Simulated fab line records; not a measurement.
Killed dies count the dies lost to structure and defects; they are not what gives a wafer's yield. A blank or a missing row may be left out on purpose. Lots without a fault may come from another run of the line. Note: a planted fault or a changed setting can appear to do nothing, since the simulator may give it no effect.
Struck lot and sound lot, side by side + flow sfq_line + 14 out of 325 route steps
Sound: these wafers, L870.1, L870.3, L870.4. Struck: wafer L875.3; the same lot's L875.6 was not struck, so it is left out; see the end for the cause.
Order at every step that has rows: each side's tool, ch and its chambers, its first start. Under that, the readings that differ: sound wafers + struck wafers + difference of the means + sigmas: that difference in standard deviations of wafers without a fault.
alike: words and numbers the same on both sides, and readings whose means are apart by under 2 such deviations; not compared: readings that were withheld, readings missing a value for some wafer, numbers with overlapping values and no deviation given by the record, and bounds like >300 which may hide the same value.
A row with sigmas, a row that says differs or no value, or rows on one side alone: a step with any of these is where the two part. When numbers do not overlap yet have no deviation, they are printed without sigmas and do not part them. A reading missing from all wafers of one side parts the sides only when that side holds two or more wafers.

SFQ_TRILAYER_I7_VIA_BARC_OPEN_VIA_ETCH_260: etches BARC in O2, target depth 125 nm, time 41.7 s.
  sound on rie_diel-01 ch 1,3, day 80 07:24; struck on rie_diel-02 ch 1, day 81 23:15
  alike: drypump_motor_current_A, oes_product_au
  not compared: rf_hours_counter_h
SFQ_TRILAYER_I7_VIA_ETCH_VIA_ETCH_190: etches SiO2 in CHF3, stops on Nb, target depth 260 nm.
  sound on rie_diel-01 ch 1,3, day 80 07:26; struck on rie_diel-02 ch 1, day 81 23:17
  alike: drypump_motor_current_A, oes_product_au
SFQ_TRILAYER_I7_VIA_STRIP_STRIP_191: strips in O2.
  sound on rie_metal-01 ch 0,1, day 80 07:34; struck on rie_metal-01 ch 1, day 81 23:49
  alike: drypump_motor_current_A, oes_product_au
  not compared: rf_hours_counter_h
then, 8 steps without rows for these wafers: SFQ_TRILAYER_I7_VIA_STRIP_SOLV_CLEAN_192 (cleans in NMP, time 600 s); SFQ_TRILAYER_M8_LITHO_LOR_COAT_197; SFQ_TRILAYER_M8_LITHO_LOR_BAKE_198; SFQ_TRILAYER_M8_LITHO_COAT_193 (resist thk 600 nm); SFQ_TRILAYER_M8_LITHO_SOFTBAKE_199; SFQ_TRILAYER_M8_LITHO_EXPOSE_194 (exposes mask M8, target cd 2000 nm); SFQ_TRILAYER_M8_LITHO_PEB_196 (peb time 60 s); SFQ_TRILAYER_M8_LITHO_DEVELOP_195 (img clear 15 s, time 55 s).
SFQ_M8_OVL_MEAS_948:
  sound on overlay-02, day 80 11:07; struck on overlay-01, day 82 03:35
  alike: M8_OVL
SFQ_TRILAYER_M8_DEP_EVAP_197: material Ti, target thk 20 nm, time 100 s.
  sound on pvd_sputter-01, day 80 11:10; struck on pvd_sputter-02, day 82 03:37
| reading                                          | sound            | struck | difference | sigmas |
|--------------------------------------------------|------------------|--------|------------|--------|
| model.Ti_of_TRILAYER_M8_DEP_EVAP_197.thk_nm (nm) | 20.17 20.18 20.2 | 19     | -1         |        |
then, 1 step without rows for these wafers: SFQ_TRILAYER_M8_DEP_EVAP_198 (material Pt, target thk 50 nm, time 250 s).

## WHERE THEY PART
Nowhere in this record.

WHY: the cause the simulator had injected
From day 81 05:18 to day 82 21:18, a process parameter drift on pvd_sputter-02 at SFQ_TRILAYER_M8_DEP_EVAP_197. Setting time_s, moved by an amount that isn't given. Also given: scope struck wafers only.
